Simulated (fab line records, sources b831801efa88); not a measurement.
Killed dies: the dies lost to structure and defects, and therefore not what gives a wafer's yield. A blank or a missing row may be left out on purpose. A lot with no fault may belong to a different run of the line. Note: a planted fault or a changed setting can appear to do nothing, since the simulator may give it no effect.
A lot that was struck, set against a sound lot + flow gf180mcu + 14 steps out of a route of 602
Sound: these wafers, L319.1, L319.2, L319.4. Struck: wafers L330.1, L330.4, L330.5. The cause comes at the end.
For every step that has rows: the tool of each side, followed by ch and its chambers, followed by its first start. Under that, the readings that differ: sound wafers + struck wafers + difference of the means + sigmas: that difference in standard deviations of wafers without a fault.
alike: same words and numbers on both sides, and readings whose means sit less than 2 such deviations apart. not compared: any withheld reading, any reading some wafer has no value for, any bound like >300 that may hide the same value, and any number with overlapping values for which the record gives no deviation.
Wherever a step has rows on one side only, a row that says differs or no value, or a row with sigmas, the two part there. Numbers that don't overlap but have no deviation are shown without sigmas and don't part them. Lack of a reading on every wafer of one side parts them only where that side has two or more wafers.

first, 3 steps without rows for these wafers: GF_MIM_EXPOSE_16 (exposes mask FuseTop, target cd 2000 nm); GF_MIM_PEB_17; GF_MIM_DEVELOP_18 (develop time 60 s).
GF_MIM_METAL_ETCH_19: etches the open film in Cl2/BCl3, stops on Si3N4, target depth 324.5 nm, time 54.1 s.
  sound on rie-metal-04 ch 0,1, day 27 12:55; struck on rie-metal-03 ch 0, day 30 08:47
  alike: drypump-motor-current-A, oes-product-au, throttle-valve-pct
  not compared: rf-hours-counter-h
GF_MIM_STRIP_20: strips in O2/N2.
  sound on plasma-asher-02 ch 0,1, day 27 12:59; struck on plasma-asher-04 ch 1, day 30 08:52
| reading                     | sound       | struck      | difference | sigmas |
|-----------------------------|-------------|-------------|------------|--------|
| drypump-motor-current-A (A) | 6.6 5.9 6.6 | 5.1 5.1 5.1 | -1.3       | -2     |
  alike: heater-power-w, oes-product-au, strip-time-to-endpoint-s
  not compared: rf-hours-counter-h
then, 7 steps without rows for these wafers: GF_MIM_STRIP_21 (strips in post etch residue remover, time 1200 s); GF_MIM_CLEAN_22 (cleans in DIW); GF_M5_DEHYDRATE_00 (time 60 s); GF_M5_HMDS_01 (prime time 60 s); GF_M5_COAT_02 (resist thk 1000 nm); GF_M5_SOFTBAKE_03 (time 60 s); GF_M5_EXPOSE_04 (exposes mask Metal5, target cd 280 nm).
GF_M5_PEB_05: peb time 90 s.
  struck on litho-track-04, day 31 02:52; sound on litho-track-04 ch 0, day 28 08:28
  no value came back on the struck wafers for chill-plate-temp-C (C), exhaust-pa (Pa), peb-time-s (s), resist-line-temp-C (C); on the sound wafers chill-plate-temp-C (C) reads 23.21 23.01 23.12
then, 1 step without rows for these wafers: GF_M5_DEVELOP_06 (develop time 60 s).

## WHERE THEY PART
Earliest at GF_MIM_STRIP_20; latest, in this record, at GF_M5_PEB_05.

WHY: whatever the simulator had introduced
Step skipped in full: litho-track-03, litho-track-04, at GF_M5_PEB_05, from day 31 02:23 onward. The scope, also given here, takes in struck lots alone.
